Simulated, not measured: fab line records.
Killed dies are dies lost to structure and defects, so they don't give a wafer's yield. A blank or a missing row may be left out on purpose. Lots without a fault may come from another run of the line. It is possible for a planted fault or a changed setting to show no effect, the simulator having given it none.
fab line records	flow sky130
record: lots: 6	wafers: 18	last_day: 50
route steps=708 shown VT_ADJUST_LVTN@105 VT_ADJUST_NCORE@119 VT_ADJUST_HVTR@131 VT_ADJUST_PCH@143 PAD_OPEN@708
lots untouched by any fault: they come from a run of this same line in which no faults occurred
start_h: hours from the record's first day to the start of the lot's first wafer shown	wait_h: how many hours have passed since the lot's step before this one	" identical to the entry in the row above	L1.1+2: a row that stands for several wafers	- no value, or no start was given	* or withheld: withheld	< > ~ a bound
route shown NAME@n: NAME is a module with steps in the file, n the number in the route of the first one	usual: average and standard deviation across the fault-free wafers	same: alike in all rows	chamber/n: place in a boat	sites: the reading at each site	_std_site: the values' standard deviation	_edge_site: mean of outer sites minus mean of inner sites	radius_mm: how far each site lies from the wafer's centre	mask NAME#n: copy n	behind: tool/chamber where the wafer was last shaped	hold: the reason the lot was held/the length of the hold in hours/how it ended	device: whichever transistor did not switch (one of n, p or np)	end of line: tests of these same wafers at the route's end	a step given without rows: its recipe and nothing more	killed: count of dies lost to structure and defects at first sort (not the wafer's yield)	map: a wafer's dies, marking killed ones x, the rest . and places with no die _
set.NAME: the setting as run; set.NAME@STEP: as run at that earlier step	model.NAME: the simulator's own value behind a step, which no gauge read
lots seen at some steps along the route; tables by step, rows by wafer
services: a tool's chamber out of use, with start hour (start_h, from the record's first day; less than 0 if before it), hours out, and reason
== steps ==
step: SKY_VT_ADJUST_LVTN_IMPLANT_08
recipe: species: B	energy_kev: 30	dose_cm2: 1.57e+12	tilt_deg: withheld
step: SKY_VT_ADJUST_LVTN_STRIP_09
recipe: chemistry: O2/N2	power_w: 1400	pressure_mtorr: 1500	platen_temp_c: withheld	o2_flow_sccm: 3000	n2_flow_sccm: 300	overash_fraction: 0.5
usual: drypump_motor_current_A: 5.9/0.49	oes_product_au: 0.722/0.0048	strip_time_to_endpoint_s: 36.91/0.1
lot.wafer	tool	chamber	start_h	wait_h	drypump_motor_current_A	oes_product_au	rf_hours_counter_h	strip_time_to_endpoint_s
L735.1	plasma_asher-03	1	160.47	0.1	5.5	0.726	31	36.93
L735.3	"	1	"	"	5.5	0.726	-	36.77
L735.5	"	1	"	"	5.5	0.726	-	36.88
L741.1	plasma_asher-03	0	196.06	0.1	6.7	0.719	35	37.04
L741.5	"	1	"	"	5.5	0.723	-	37.07
L741.6	"	0	"	"	6.7	0.731	-	37.09
L742.2	plasma_asher-03	0	205.22	0.1	6.6	0.712	36	36.98
L742.3	"	1	"	"	5.6	0.715	-	37.04
L742.6	"	1	"	"	5.5	0.720	-	36.94
L747.1	plasma_asher-03	1	238.31	0.1	5.5	0.724	39	36.94
L747.3	"	1	"	"	5.5	0.723	-	36.97
L747.5	"	1	"	"	5.5	0.722	-	36.99
L749.1	plasma_asher-03	0	253.06	0.1	6.7	0.719	40	37.04
L749.3	"	1	"	"	5.5	0.726	-	36.97
L749.5	"	0	"	"	6.6	0.729	-	36.95
L753.2	plasma_asher-04	0	283.72	0.1	5.9	0.727	61	36.77
L753.3	"	0	"	"	5.9	0.725	-	36.93
L753.6	"	1	"	"	6.2	0.730	-	36.83
step: SKY_VT_ADJUST_LVTN_TW_MEAS_10
usual: VT_ADJUST_LVTN_TW: 243.4/1.2
lot.wafer	tool	chamber	start_h	wait_h	VT_ADJUST_LVTN_TW
L735.1	film_metro-02	-	160.57	0.1	242.0
L735.3	"	-	"	"	243.7
L735.5	"	-	"	"	243.6
L741.1	film_metro-04	-	196.16	0.1	243.8
L741.5	"	-	"	"	242.9
L741.6	"	-	"	"	242.7
L742.2	film_metro-02	-	205.33	0.1	244.0
L742.3	"	-	"	"	244.0
L742.6	"	-	"	"	243.3
L747.1	film_metro-02	-	238.41	0.1	243.5
L747.3	"	-	"	"	243.3
L747.5	"	-	"	"	242.1
L749.1	film_metro-04	-	253.16	0.1	247.5
L749.3	"	-	"	"	245.3
L749.5	"	-	"	"	245.8
L753.2	film_metro-02	-	283.83	0.1	243.2
L753.3	"	-	"	"	243.9
L753.6	"	-	"	"	244.4
step: SKY_VT_ADJUST_LVTN_DEHYDRATE_11
recipe: temp_c: 200	time_s: 60
step: SKY_VT_ADJUST_LVTN_HMDS_12
recipe: prime_time_s: 60	prime_temp_c: 120
step: SKY_VT_ADJUST_LVTN_COAT_13
recipe: resist: NOVOLAK	spin_rpm: 3000	resist_thk_nm: 1140
step: SKY_VT_ADJUST_LVTN_SOFTBAKE_14
recipe: temp_c: 90	time_s: 60	resist: NOVOLAK
step: SKY_VT_ADJUST_LVTN_EXPOSE_15
recipe: mask_id: HVN_STD_DERIVED	na: 0.6	source_shape: conventional	sigma_outer: 0.6	polarization: unpolarized	target_cd_nm: 600	dose_mj: 163
step: SKY_VT_ADJUST_LVTN_PEB_16
recipe: temp_c: withheld	time_s: *	resist: NOVOLAK
step: SKY_VT_ADJUST_LVTN_DEVELOP_17
recipe: resist: NOVOLAK	developer: TMAH	develop_time_s: 60	dev_temp_c: 23
step: SKY_VT_ADJUST_LVTN_OVL_MEAS_18
usual: VT_ADJUST_LVTN_01_OVL: -0.8/1.5
lot.wafer	tool	chamber	start_h	wait_h	VT_ADJUST_LVTN_01_OVL[nm]
L735.1	overlay-01	-	180.74	0.1	-3.6
L735.3	"	-	"	"	-3.2
L735.5	"	-	"	"	-1.9
L741.1	overlay-02	-	216.63	0.1	-2.7
L741.5	"	-	"	"	-2.9
L741.6	"	-	"	"	-3.6
L742.2	overlay-01	-	227.09	0.1	-0.4
L742.3	"	-	"	"	0.6
L742.6	"	-	"	"	1.2
L747.1	overlay-01	-	262.03	0.1	-0.3
L747.3	"	-	"	"	-0.2
L747.5	"	-	"	"	1.0
L749.1	overlay-02	-	277.13	0.1	-1.9
L749.3	"	-	"	"	-1.1
L749.5	"	-	"	"	-1.3
L753.2	overlay-02	-	309.48	0.1	0.5
L753.3	"	-	"	"	-0.7
L753.6	"	-	"	"	-1.2
step: SKY_VT_ADJUST_LVTN_IMPLANT_19
recipe: species: B	energy_kev: 30	dose_cm2: 6.5e+11	tilt_deg: withheld
step: SKY_VT_ADJUST_LVTN_STRIP_20
recipe: chemistry: O2/N2	power_w: 1400	pressure_mtorr: 1500	platen_temp_c: withheld	o2_flow_sccm: 3000	n2_flow_sccm: 300	overash_fraction: 0.5
usual: drypump_motor_current_A: 5.9/0.44	oes_product_au: 0.715/0.0048	strip_time_to_endpoint_s: 14.19/0.039
lot.wafer	tool	chamber	start_h	wait_h	drypump_motor_current_A	oes_product_au	rf_hours_counter_h	strip_time_to_endpoint_s
L735.1	plasma_asher-01	1	180.92	0.1	5.6	0.725	51	14.18
L735.3	"	0	"	"	5.3	0.719	-	14.20
L735.5	"	1	"	"	5.6	0.716	-	14.18
L741.1	plasma_asher-03	1	216.81	0.1	5.5	0.718	37	14.15
L741.5	"	0	"	"	6.6	0.728	-	14.13
L741.6	"	1	"	"	5.5	0.712	-	14.15
L742.2	plasma_asher-01	1	227.27	0.1	5.6	0.715	56	14.22
L742.3	"	0	"	"	5.3	0.709	-	14.25
L742.6	"	0	"	"	5.3	0.711	-	14.25
L747.1	plasma_asher-04	1	262.37	0.1	6.2	0.714	57	14.12
L747.3	"	1	"	"	6.2	0.713	-	14.14
L747.5	"	0	"	"	5.9	0.714	-	14.20
L749.1	plasma_asher-03	0	277.31	0.1	6.6	0.714	43	14.21
L749.3	"	1	"	"	5.5	0.714	-	14.18
L749.5	"	0	"	"	6.6	0.713	-	14.24
L753.2	plasma_asher-03	1	309.66	0.1	5.5	0.713	47	14.19
L753.3	"	0	"	"	6.7	0.715	-	14.22
L753.6	"	1	"	"	5.5	0.715	-	14.25
step: SKY_VT_ADJUST_LVTN_TW_MEAS_21
usual: VT_ADJUST_LVTN_2_TW: 189.5/0.92
lot.wafer	tool	chamber	start_h	wait_h	VT_ADJUST_LVTN_2_TW
L735.1	film_metro-04	-	181.02	0.1	189.6
L735.3	"	-	"	"	189.5
L735.5	"	-	"	"	188.2
L741.1	film_metro-01	-	216.91	0.1	189.2
L741.5	"	-	"	"	190.4
L741.6	"	-	"	"	189.1
L742.2	film_metro-01	-	227.38	0.1	190.8
L742.3	"	-	"	"	189.7
L742.6	"	-	"	"	190.3
L747.1	film_metro-04	-	262.47	0.1	191.1
L747.3	"	-	"	"	190.7
L747.5	"	-	"	"	191.2
L749.1	film_metro-01	-	277.41	0.1	190.2
L749.3	"	-	"	"	189.8
L749.5	"	-	"	"	190.0
L753.2	film_metro-01	-	309.77	0.1	189.9
L753.3	"	-	"	"	189.5
L753.6	"	-	"	"	190.3
step: SKY_VT_ADJUST_NCORE_DEHYDRATE_00
recipe: temp_c: 200	time_s: 60
step: SKY_VT_ADJUST_NCORE_HMDS_01
recipe: prime_time_s: 60	prime_temp_c: 120
step: SKY_VT_ADJUST_NCORE_COAT_02
recipe: resist: NOVOLAK	spin_rpm: 3000	resist_thk_nm: 1140
step: SKY_VT_ADJUST_NCORE_SOFTBAKE_03
recipe: temp_c: 90	time_s: 60	resist: NOVOLAK
step: SKY_VT_ADJUST_NCORE_EXPOSE_04
recipe: mask_id: LVTN_COMPLEMENT_THIN	na: 0.6	source_shape: conventional	sigma_outer: 0.6	polarization: unpolarized	target_cd_nm: 380	dose_mj: 139
step: SKY_VT_ADJUST_NCORE_PEB_05
recipe: temp_c: withheld	time_s: *	resist: NOVOLAK
step: SKY_VT_ADJUST_NCORE_DEVELOP_06
recipe: resist: NOVOLAK	developer: TMAH	develop_time_s: 60	dev_temp_c: 23
step: SKY_VT_ADJUST_NCORE_CD_MEAS_07
recipe: target_cd_nm: 380
usual: cd_nm: 379.0/2.2
lot.wafer	tool	chamber	start_h	wait_h	cd_nm
L735.1	cd_sem-01	-	206.35	0.1	379.2
L735.3	"	-	"	"	379.2
L735.5	"	-	"	"	378.8
L741.1	cd_sem-01	-	238.80	0.1	377.8
L741.5	"	-	"	"	376.5
L741.6	"	-	"	"	375.2
L742.2	cd_sem-02	-	249.63	0.3	381.9
L742.3	"	-	"	"	377.9
L742.6	"	-	"	"	377.3
L747.1	cd_sem-02	-	286.04	0.1	377.7
L747.3	"	-	"	"	377.7
L747.5	"	-	"	"	378.2
L749.1	cd_sem-02	-	302.79	0.1	379.5
L749.3	"	-	"	"	375.1
L749.5	"	-	"	"	378.6
L753.2	cd_sem-02	-	335.27	0.1	382.5
L753.3	"	-	"	"	384.6
L753.6	"	-	"	"	383.4
step: SKY_VT_ADJUST_NCORE_OVL_MEAS_08
usual: VT_ADJUST_NCORE_OVL: -0.4/1.3
lot.wafer	tool	chamber	start_h	wait_h	VT_ADJUST_NCORE_OVL[nm]
L735.1	overlay-02	-	206.47	0.1	-0.8
L735.3	"	-	"	"	-1.5
L735.5	"	-	"	"	-0.1
L741.1	overlay-02	-	238.92	0.1	0.0
L741.5	"	-	"	"	-0.1
L741.6	"	-	"	"	1.4
L742.2	overlay-02	-	249.74	0.1	1.0
L742.3	"	-	"	"	-0.7
L742.6	"	-	"	"	-0.5
L747.1	overlay-01	-	286.16	0.1	1.3
L747.3	"	-	"	"	2.0
L747.5	"	-	"	"	2.6
L749.1	overlay-01	-	302.91	0.1	-0.8
L749.3	"	-	"	"	1.1
L749.5	"	-	"	"	-1.6
L753.2	overlay-01	-	335.38	0.1	-1.2
L753.3	"	-	"	"	-1.6
L753.6	"	-	"	"	-0.6
step: SKY_VT_ADJUST_NCORE_IMPLANT_09
recipe: species: B	energy_kev: 10	dose_cm2: 2.4e+12	tilt_deg: withheld
step: SKY_VT_ADJUST_NCORE_STRIP_10
recipe: chemistry: O2/N2	power_w: 1400	pressure_mtorr: 1500	platen_temp_c: withheld	o2_flow_sccm: 3000	n2_flow_sccm: 300	overash_fraction: 0.5
usual: drypump_motor_current_A: 5.7/0.47	oes_product_au: 0.716/0.005	strip_time_to_endpoint_s: 14.18/0.034
lot.wafer	tool	chamber	start_h	wait_h	drypump_motor_current_A	oes_product_au	rf_hours_counter_h	strip_time_to_endpoint_s
L735.1	plasma_asher-01	1	206.66	0.1	5.6	0.725	54	14.22
L735.3	"	1	"	"	5.6	0.718	-	14.19
L735.5	"	1	"	"	5.6	0.714	-	14.24
L741.1	plasma_asher-02	1	239.11	0.1	5.7	0.717	12	14.10
L741.5	"	1	"	"	5.7	0.717	-	14.13
L741.6	"	0	"	"	5.3	0.720	-	14.17
L742.2	plasma_asher-01	1	249.92	0.1	5.6	0.714	58	14.12
L742.3	"	0	"	"	5.3	0.716	-	14.17
L742.6	"	0	"	"	5.3	0.713	-	14.15
L747.1	plasma_asher-03	0	286.34	0.1	6.7	0.720	45	14.14
L747.3	"	0	"	"	6.7	0.716	-	14.19
L747.5	"	1	"	"	5.6	0.722	-	14.18
L749.1	plasma_asher-02	0	303.09	0.1	5.3	0.723	17	14.18
L749.3	"	1	"	"	5.7	0.717	-	14.18
L749.5	"	0	"	"	5.3	0.720	-	14.17
L753.2	plasma_asher-01	1	335.56	0.1	5.6	0.713	64	14.21
L753.3	"	0	"	"	5.3	0.716	-	14.17
L753.6	"	0	"	"	5.3	0.716	-	14.20
step: SKY_VT_ADJUST_NCORE_TW_MEAS_11
usual: VT_ADJUST_NCORE_TW: 219.3/1.7
lot.wafer	tool	chamber	start_h	wait_h	VT_ADJUST_NCORE_TW
L735.1	film_metro-04	-	206.76	0.1	220.5
L735.3	"	-	"	"	220.6
L735.5	"	-	"	"	220.8
L741.1	film_metro-02	-	239.23	0.1	218.8
L741.5	"	-	"	"	218.6
L741.6	"	-	"	"	219.4
L742.2	film_metro-04	-	250.03	0.1	222.0
L742.3	"	-	"	"	221.6
L742.6	"	-	"	"	222.6
L747.1	film_metro-02	-	286.44	0.1	221.4
L747.3	"	-	"	"	221.5
L747.5	"	-	"	"	220.4
L749.1	film_metro-03	-	303.19	0.1	217.4
L749.3	"	-	"	"	218.1
L749.5	"	-	"	"	217.8
L753.2	film_metro-03	-	335.67	0.1	218.3
L753.3	"	-	"	"	217.2
L753.6	"	-	"	"	218.0
step: SKY_VT_ADJUST_HVTR_DEHYDRATE_00
recipe: temp_c: 200	time_s: 60
step: SKY_VT_ADJUST_HVTR_HMDS_01
recipe: prime_time_s: 60	prime_temp_c: 120
step: SKY_VT_ADJUST_HVTR_COAT_02
recipe: resist: NOVOLAK	spin_rpm: 3000	resist_thk_nm: 1140
step: SKY_VT_ADJUST_HVTR_SOFTBAKE_03
recipe: temp_c: 90	time_s: 60	resist: NOVOLAK
step: SKY_VT_ADJUST_HVTR_EXPOSE_04
recipe: mask_id: HVTRM	target_cd_nm: 380	na: 0.6	source_shape: conventional	sigma_outer: 0.6	dose_mj: 150
step: SKY_VT_ADJUST_HVTR_PEB_05
recipe: temp_c: withheld	time_s: *	resist: NOVOLAK
step: SKY_VT_ADJUST_HVTR_DEVELOP_06
recipe: develop_time_s: 60	dev_temp_c: 23
step: SKY_VT_ADJUST_HVTR_CD_MEAS_07
recipe: target_cd_nm: 380
usual: cd_nm: 379.3/2.6
lot.wafer	tool	chamber	start_h	wait_h	cd_nm
L735.1	cd_sem-01	-	227.98	0.1	380.8
L735.3	"	-	"	"	381.1
L735.5	"	-	"	"	382.4
L741.1	cd_sem-02	-	262.48	0.1	380.2
L741.5	"	-	"	"	382.1
L741.6	"	-	"	"	380.5
L742.2	cd_sem-02	-	273.73	0.1	377.9
L742.3	"	-	"	"	378.2
L742.6	"	-	"	"	380.4
L747.1	cd_sem-02	-	312.30	0.2	380.6
L747.3	"	-	"	"	380.5
L747.5	"	-	"	"	378.9
L749.1	cd_sem-02	-	328.98	0.1	378.8
L749.3	"	-	"	"	378.1
L749.5	"	-	"	"	376.0
L753.2	cd_sem-02	-	362.80	0.1	378.9
L753.3	"	-	"	"	377.0
L753.6	"	-	"	"	378.3
step: SKY_VT_ADJUST_HVTR_OVL_MEAS_08
usual: VT_ADJUST_HVTR_OVL: -0.5/1.3
lot.wafer	tool	chamber	start_h	wait_h	VT_ADJUST_HVTR_OVL[nm]
L735.1	overlay-01	-	228.10	0.1	0.2
L735.3	"	-	"	"	1.5
L735.5	"	-	"	"	1.4
L741.1	overlay-01	-	262.60	0.1	-1.2
L741.5	"	-	"	"	-1.5
L741.6	"	-	"	"	-1.8
L742.2	overlay-01	-	273.83	0.1	-0.3
L742.3	"	-	"	"	0.8
L742.6	"	-	"	"	-1.3
L747.1	overlay-02	-	312.42	0.1	-2.1
L747.3	"	-	"	"	-1.7
L747.5	"	-	"	"	-4.4
L749.1	overlay-01	-	329.10	0.1	-0.6
L749.3	"	-	"	"	-1.2
L749.5	"	-	"	"	-2.7
L753.2	overlay-02	-	362.91	0.1	-0.2
L753.3	"	-	"	"	0.4
L753.6	"	-	"	"	2.0
step: SKY_VT_ADJUST_HVTR_IMPLANT_09
recipe: species: B	energy_kev: 10	dose_cm2: 2.1e+12	tilt_deg: withheld
step: SKY_VT_ADJUST_HVTR_STRIP_10
recipe: chemistry: O2/N2	power_w: 1400	pressure_mtorr: 1500	platen_temp_c: withheld	o2_flow_sccm: 3000	n2_flow_sccm: 300	overash_fraction: 0.5
usual: drypump_motor_current_A: 5.8/0.47	oes_product_au: 0.716/0.0046	strip_time_to_endpoint_s: 14.19/0.048
lot.wafer	tool	chamber	start_h	wait_h	drypump_motor_current_A	oes_product_au	rf_hours_counter_h	strip_time_to_endpoint_s
L735.1	plasma_asher-03	1	228.29	0.1	5.5	0.722	38	14.23
L735.3	"	1	"	"	5.5	0.720	-	14.25
L735.5	"	1	"	"	5.5	0.710	-	14.23
L741.1	plasma_asher-02	1	262.78	0.1	5.8	0.712	14	14.27
L741.5	"	0	"	"	5.3	0.723	-	14.27
L741.6	"	1	"	"	5.7	0.710	-	14.25
L742.2	plasma_asher-04	0	274.16	0.1	5.9	0.712	59	14.14
L742.3	"	0	"	"	5.8	0.709	-	14.14
L742.6	"	0	"	"	5.9	0.713	-	14.10
L747.1	plasma_asher-03	0	312.61	0.1	6.7	0.709	47	14.17
L747.3	"	1	"	"	5.5	0.714	-	14.17
L747.5	"	0	"	"	6.7	0.709	-	14.14
L749.1	plasma_asher-02	0	329.28	0.1	5.3	0.716	19	14.20
L749.3	"	1	"	"	5.7	0.712	-	14.22
L749.5	"	0	"	"	5.3	0.725	-	14.22
L753.2	plasma_asher-02	0	363.09	0.1	5.3	0.711	21	14.18
L753.3	"	1	"	"	5.7	0.717	-	14.13
L753.6	"	0	"	"	5.3	0.718	-	14.17
step: SKY_VT_ADJUST_HVTR_TW_MEAS_11
usual: VT_ADJUST_HVTR_TW: 212.7/1.6
lot.wafer	tool	chamber	start_h	wait_h	VT_ADJUST_HVTR_TW
L735.1	film_metro-03	-	228.39	0.1	209.9
L735.3	"	-	"	"	209.9
L735.5	"	-	"	"	210.1
L741.1	film_metro-01	-	262.88	0.1	212.0
L741.5	"	-	"	"	212.7
L741.6	"	-	"	"	212.9
L742.2	film_metro-04	-	274.27	0.1	211.4
L742.3	"	-	"	"	212.4
L742.6	"	-	"	"	211.6
L747.1	film_metro-01	-	312.71	0.1	212.1
L747.3	"	-	"	"	212.6
L747.5	"	-	"	"	213.3
L749.1	film_metro-01	-	329.38	0.1	212.2
L749.3	"	-	"	"	212.4
L749.5	"	-	"	"	213.1
L753.2	film_metro-04	-	363.20	0.1	213.2
L753.3	"	-	"	"	212.8
L753.6	"	-	"	"	213.1
step: SKY_VT_ADJUST_PCH_DEHYDRATE_00
recipe: temp_c: 200	time_s: 60
step: SKY_VT_ADJUST_PCH_HMDS_01
recipe: prime_time_s: 60	prime_temp_c: 120
step: SKY_VT_ADJUST_PCH_COAT_02
recipe: spin_rpm: 2000	resist_thk_nm: 3000
step: SKY_VT_ADJUST_PCH_SOFTBAKE_03
recipe: temp_c: 110	time_s: withheld
step: SKY_PAD_OPEN_PROBE_99
usual: killed_at_M0_to_M3: 43/7	killed_at_M4_up: 3.1/2	killed_at_contacts: 24/5.3	killed_at_front_end: 15/4.2	killed_at_other: 0.4/0.66	killed_dies: 86/9.5	killed_open: 47/7.4	killed_short: 38/6.2
same: gross_dies: 492	killed_at_back_side: 0
lot.wafer	tool	chamber	start_h	wait_h	hold	killed_at_M0_to_M3	killed_at_M4_up	killed_at_contacts	killed_at_front_end	killed_at_other	killed_dies	killed_open	killed_short
L735.1	prober-02	-	1097.15	0.1	-	45	3	24	9	0	81	42	39
L735.3	prober-02	-	1097.25	0.2	-	42	3	27	14	0	86	52	32
L735.5	prober-02	-	1097.35	0.2	-	51	0	25	11	2	89	49	36
L741.1	prober-02	-	1126.93	0.1	-	36	1	21	13	0	71	37	34
L741.5	prober-02	-	1127.13	0.2	-	48	2	17	19	0	86	44	42
L741.6	prober-02	-	1127.18	0.2	-	37	2	30	13	0	82	50	32
L742.2	prober-01	-	1135.40	0.1	-	58	2	21	10	1	92	49	43
L742.3	prober-01	-	1135.45	0.2	-	38	2	20	13	0	73	36	37
L742.6	prober-01	-	1135.60	0.2	-	45	1	31	18	1	96	49	47
L747.1	prober-01	-	1160.64	0.1	-	47	2	26	7	0	82	41	41
L747.3	prober-01	-	1160.74	0.2	-	46	4	16	13	0	79	38	41
L747.5	prober-01	-	1160.84	0.2	-	30	3	24	18	0	75	42	33
L749.1	prober-01	-	1172.35	0.1	await_dispo/1.8h/release	34	2	25	46	0	107	50	30
L749.3	prober-01	-	1172.45	0.2	await_dispo/1.8h/release	48	1	20	60	0	129	39	45
L749.5	prober-01	-	1172.55	0.2	await_dispo/1.8h/release	48	2	21	46	0	117	48	38
L753.2	prober-01	-	1190.73	0.1	await_dispo/2.7h/release	41	3	18	56	0	118	46	33
L753.3	prober-01	-	1190.78	0.2	await_dispo/2.7h/release	42	0	28	39	0	109	50	35
L753.6	prober-01	-	1190.93	0.2	await_dispo/2.7h/release	52	3	13	54	0	122	37	42
killed by level:class
L735.1 CONTACT:geometric_particle:open=11 VIA1:geometric_particle:open=11 VIA1:geometric_particle:short=8 CONTACT:geometric_particle:short=5 VIA3:geometric_particle:short=5 METAL2:geometric_particle:short=5 LI_CONTACT:geometric_particle:open=4 VIA3:geometric_particle:open=4
L735.3 VIA1:geometric_particle:open=14 LI_CONTACT:geometric_particle:open=11 VIA3:geometric_particle:open=8 CONTACT:geometric_particle:open=7 METAL1:geometric_particle:short=5 FIELD_ISO:geometric_particle:open=4 CONTACT:geometric_particle:short=4 VIA1:geometric_particle:short=4
L735.5 CONTACT:geometric_particle:open=12 VIA1:geometric_particle:open=10 METAL2:geometric_particle:short=9 LI_CONTACT:geometric_particle:open=7 VIA3:geometric_particle:open=7 METAL1:geometric_particle:short=5 VIA1:geometric_particle:short=5 VIA2:geometric_particle:open=5
L741.1 VIA1:geometric_particle:open=9 CONTACT:geometric_particle:open=7 METAL1:geometric_particle:short=7 CONTACT:geometric_particle:short=5 VIA2:geometric_particle:open=5 VIA3:geometric_particle:open=5 LOCAL_INTERCONNECT:geometric_particle:short=4 FIELD_ISO:geometric_particle:open=3
L741.5 VIA1:geometric_particle:open=9 VIA3:geometric_particle:open=8 METAL2:geometric_particle:short=8 FIELD_ISO:geometric_particle:short=6 VIA1:geometric_particle:short=6 VIA2:geometric_particle:open=6 POLY_GATE:geometric_particle:open=4 LI_CONTACT:geometric_particle:open=4
L741.6 CONTACT:geometric_particle:open=15 VIA3:geometric_particle:open=10 LI_CONTACT:geometric_particle:open=7 FIELD_ISO:geometric_particle:short=5 VIA1:geometric_particle:short=5 VIA2:geometric_particle:open=5 METAL1:geometric_particle:short=4 METAL2:geometric_particle:short=4
L742.2 VIA1:geometric_particle:open=18 METAL1:geometric_particle:short=10 METAL2:geometric_particle:short=9 LI_CONTACT:geometric_particle:open=7 VIA2:geometric_particle:open=6 CONTACT:geometric_particle:open=5 CONTACT:geometric_particle:short=5 METAL3:geometric_particle:short=4
L742.3 LI_CONTACT:geometric_particle:open=10 METAL1:geometric_particle:short=9 VIA1:geometric_particle:open=6 CONTACT:geometric_particle:open=5 VIA1:geometric_particle:short=5 METAL2:geometric_particle:short=5 VIA2:geometric_particle:open=5 POLY_GATE:geometric_particle:short=4
L742.6 LI_CONTACT:geometric_particle:open=13 VIA1:geometric_particle:open=9 VIA1:geometric_particle:short=8 METAL2:geometric_particle:short=7 FIELD_ISO:geometric_particle:open=6 CONTACT:geometric_particle:open=6 LI_CONTACT:geometric_particle:short=5 METAL1:geometric_particle:short=5
L747.1 LI_CONTACT:geometric_particle:open=10 VIA1:geometric_particle:open=10 VIA1:geometric_particle:short=8 VIA3:geometric_particle:open=8 CONTACT:geometric_particle:open=6 CONTACT:geometric_particle:short=6 VIA3:geometric_particle:short=5 METAL2:geometric_particle:short=5
L747.3 VIA1:geometric_particle:short=8 VIA2:geometric_particle:open=7 VIA3:geometric_particle:open=6 CONTACT:geometric_particle:open=6 LI_CONTACT:geometric_particle:open=5 METAL1:geometric_particle:short=5 VIA3:geometric_particle:short=5 FIELD_ISO:geometric_particle:short=4
L747.5 CONTACT:geometric_particle:open=11 VIA2:geometric_particle:open=8 FIELD_ISO:geometric_particle:short=7 LI_CONTACT:geometric_particle:open=5 VIA1:geometric_particle:open=5 LOCAL_INTERCONNECT:geometric_particle:short=4 VIA3:geometric_particle:open=4 SPACER:geometric_particle:short=3
L749.1 VT_ADJUST_LVTN:unspecified=27 VIA1:geometric_particle:open=15 LI_CONTACT:geometric_particle:open=11 CONTACT:geometric_particle:open=7 FIELD_ISO:geometric_particle:open=6 LOCAL_INTERCONNECT:geometric_particle:short=5 VIA1:geometric_particle:short=5 FIELD_ISO:geometric_particle:short=3
L749.3 VT_ADJUST_LVTN:unspecified=45 VIA1:geometric_particle:open=9 METAL3:geometric_particle:short=8 VIA2:geometric_particle:open=7 LI_CONTACT:geometric_particle:open=7 CONTACT:geometric_particle:short=7 METAL1:geometric_particle:short=6 VIA3:geometric_particle:short=5
L749.5 VT_ADJUST_LVTN:unspecified=31 VIA1:geometric_particle:open=15 LI_CONTACT:geometric_particle:open=8 CONTACT:geometric_particle:open=8 FIELD_ISO:geometric_particle:open=7 VIA1:geometric_particle:short=6 METAL1:geometric_particle:short=6 METAL2:geometric_particle:short=6
L753.2 VT_ADJUST_LVTN:unspecified=39 VIA1:geometric_particle:open=12 CONTACT:geometric_particle:open=8 LI_CONTACT:geometric_particle:open=7 POLY_GATE:geometric_particle:short=6 METAL1:geometric_particle:short=6 FIELD_ISO:geometric_particle:open=5 VIA3:geometric_particle:short=5
L753.3 VT_ADJUST_LVTN:unspecified=24 VIA1:geometric_particle:open=14 CONTACT:geometric_particle:open=11 LI_CONTACT:geometric_particle:open=6 VIA2:geometric_particle:open=6 CONTACT:geometric_particle:short=6 METAL1:geometric_particle:short=6 VIA1:geometric_particle:short=4
L753.6 VT_ADJUST_LVTN:unspecified=43 VIA2:geometric_particle:open=11 CONTACT:geometric_particle:open=9 VIA1:geometric_particle:open=9 METAL1:geometric_particle:short=7 METAL2:geometric_particle:short=7 VIA2:geometric_particle:short=6 FIELD_ISO:geometric_particle:short=4
map L749.3 (x killed, . not)
__________.x....xxx._________
________x.x.x.x...xxxx_______
______.x........xxxxxxxx_____
_____..x......x.xxxxxxxxx____
____.x...........xxxxxx.xx___
___.x.....x.....xxxxxxx.x..__
__..........x....x.xxx..xx.._
_.........x..x...x..xxx.x....
_..x.xx.xx......x....x...x...
_...x.xx.....x.x..x.........x
_.....x......x......x.....xx.
_....xx....xx..x.............
_x.x.x.........xx...x.x..x...
_x.....x.x........x..........
_x.x......x...xxxxx......x...
__..x..x..............x.x.x._
___............x.....x.....__
____........xx.......x....___
_____.x.............x....____
______......x.....x....._____
________..x...x......._______
__________..x..x...._________
map L753.6 (x killed, . not)
__________x....xx.xx_________
________....x....xxxxx_______
______..xx.x...xxxxxxxx._____
_____.......x...xxxxxxxxx____
____x.x...x.....xxxxxxxxx.___
___..........x..x.xxxxxxx..__
__.x..x..x...x....xxx.x..x.._
_......x.............x.......
_...............x....x.......
_.....................x.x..x.
_.........x.......xx...xx....
_.x......xx.....x.x......x.x.
_..x........x...xxxx....x....
_...x..x....xxx........x.....
_....x........x.........x....
__....xx...x.x...x.x..x...x._
___..................x.x.x.__
____.....x.x.x....x.......___
_____............x.......____
______x.........xx.x...._____
________x......x...x.._______
__________x......x.._________
== services ==
tool	chamber	start_h	hours	kind
plasma_asher-04	-	221.33	4.1	repair
plasma_asher-01	-	257.98	5.9	repair
plasma_asher-01	-	263.85	15.6	pm
plasma_asher-02	-	277.41	13.9	pm
plasma_asher-01	-	281.63	3.3	repair
plasma_asher-03	-	298.33	0.4	repair
plasma_asher-03	-	300.21	1.9	repair
plasma_asher-02	-	311.71	8.1	repair
plasma_asher-01	-	321.14	3.2	repair
plasma_asher-04	-	324.07	2.8	pm
plasma_asher-02	-	329.38	4.0	pm
== key ==
first_sign: step: SKY_PAD_OPEN_PROBE_99	reading: killed_at_front_end	direction: up	sigmas: 8.2	usual: 15	struck: 50
effect: step: SKY_PAD_OPEN_PROBE_99	reading: killed_dies	direction: up	sigmas: 3.3	usual: 86	struck: 117
met_at SKY_VT_ADJUST_LVTN_STRIP_20
struck_wafers L749.1,L749.3,L749.5,L753.2,L753.3,L753.6
tester_left_out L749,L753
onset_between 216.81 277.31
also_fits time
fault: kind: chamber_particle_source	tool: plasma_asher-03	chamber: -	onset_h: 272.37	steps: SKY_VT_ADJUST_LVTN_STRIP_20	rate_per_visit_cm2: 0.57394	end_h: 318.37
tester_left_out: of these lots the tester's yield and bins aren't shown, on N5 and GAA mostly nor the transistor test; their killed dies are dies lost to structure and defects alone, not to doping, threshold or leakage, so they don't give the yield
